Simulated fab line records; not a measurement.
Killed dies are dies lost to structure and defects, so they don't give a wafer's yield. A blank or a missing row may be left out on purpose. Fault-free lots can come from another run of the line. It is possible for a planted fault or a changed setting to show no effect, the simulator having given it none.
Problem report in the 8D (eight disciplines) form, filled by code    flow gf180mcu    the parts of the form that need people (team, actions taken, sign-off) are left out

## 1. WHAT WENT WRONG
Mean of killed_at_M0_to_M3 at GF_PASSIVATION_PROBE_99: 238 across 6 wafers in 2 lots; on wafers with no fault it is 21 (standard deviation 5.3). That puts it +41 standard deviations away from the usual mean.
Seen first at day 32 22:21 on prober-02, wafer L434.2. Wafers with a number at this step in the record: 30, from 10 lots. The rule behind "out" and "out of limits": a value lying over 4 standard deviations away from the usual mean. All remaining wafers that have a number are taken as sound.

## 2. WHAT IT IS AND WHAT IT IS NOT
question                     is                                                                                                                                                      is not
which readings at this step  killed_at_M0_to_M3, defectLimitedYield, killedDies, killedOnRim, sort_bin_3_pad_short, sort_bin_5_function, sort_bin_6_memory, sortNPass, sortYieldPct  killedAtContacts, killedAtOther
which lots                   L434, L436                                                                                                                                              L423, L425, L428, L429, L439, L441, L442, L444
which wafers of those lots   all that have a number                                                                                                                                  -
read on which tools          prober-02                                                                                                                                               prober-01
when                         from day 32 22:21                                                                                                                                       up to then (12 sound wafers); but 12 sound wafers of L439, L441, L442, L444 came after

## 3. WHAT RULES OUT EACH SUSPECT
Counting: a tool at a process step up to the reading stays a suspect if it ran every lot that is out and no sound lot after the first of them.
- cmp-02 at GF_V3_CMP_04 (polishes SiO2): kept. It processed each lot that is out, first L434 at day 26 01:20, and no sound lot thereafter; up to then, the last sound lot it processed was L425 at day 23 09:32.
- cvdW-01 at GF_V5_CVD_23 (deposits W, target thk 350 nm, time 104.9 s): ruled out as a lasting fault. After its first lot that is out, L434 (day 31 07:13), sound lots L441, L442, L444 ran on it.
- prober-02 at GF_PASSIVATION_PROBE_99: ruled out as a lasting fault. After its first lot that is out, L434 (day 32 22:21), sound lots L442 ran on it.
Left after counting: cmp-02 at GF_V3_CMP_04.

## 4. THE CAUSE (what the simulator had put in)
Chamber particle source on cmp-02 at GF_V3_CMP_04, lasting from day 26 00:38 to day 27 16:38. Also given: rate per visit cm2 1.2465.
Counting left only this tool.

## 5. THE CHAIN OF EFFECTS, in route order
Each row: a reading whose mean over the struck wafers that have a number lies more than 3 standard deviations from the usual. Scope: only readings with a usual standard deviation given in the record; hours: median across lots of the time from each lot's start at the first step in this table that gives one to its start at this step; sigmas: change in usual standard deviations.
hours  step                     reading               usual   on struck wafers  change  sigmas
0      GF_PASSIVATION_PROBE_99  defectLimitedYield    90.4 %  47.6              -42.8   -29
0      GF_PASSIVATION_PROBE_99  killed_at_M0_to_M3    21      238               +217    +41
0      GF_PASSIVATION_PROBE_99  killedDies            47      258               +211    +29
0      GF_PASSIVATION_PROBE_99  killedOnRim           9.2     45.2              +36.0   +14
0      GF_PASSIVATION_PROBE_99  sort_bin_3_pad_short  0.42 %  3.49              +3.07   +11
0      GF_PASSIVATION_PROBE_99  sort_bin_5_function   5.6 %   33.1              +27.5   +23
0      GF_PASSIVATION_PROBE_99  sort_bin_6_memory     3.5 %   15.8              +12.3   +15
0      GF_PASSIVATION_PROBE_99  sortNPass             445     234               -211    -29
0      GF_PASSIVATION_PROBE_99  sortYieldPct          90.4 %  47.6              -42.8   -29
Its process steps:
- GF_PASSIVATION_PROBE_99

## 6. HOW IT WOULD HAVE BEEN CAUGHT EARLIER
The fault began at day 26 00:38; the first out-of-limits reading in this record came at day 32 22:21, 166 hours later.
No tool reading at GF_V3_CMP_04 that has a usual standard deviation in the record was out on any struck wafer, so an alarm limit of 4 standard deviations on those readings would not have fired.
The start of GF_V3_CMP_04 on cmp-02 came by day 32 22:21 for every one of the lots that are out (2). Tool hold at that time: it would have spared none of them.
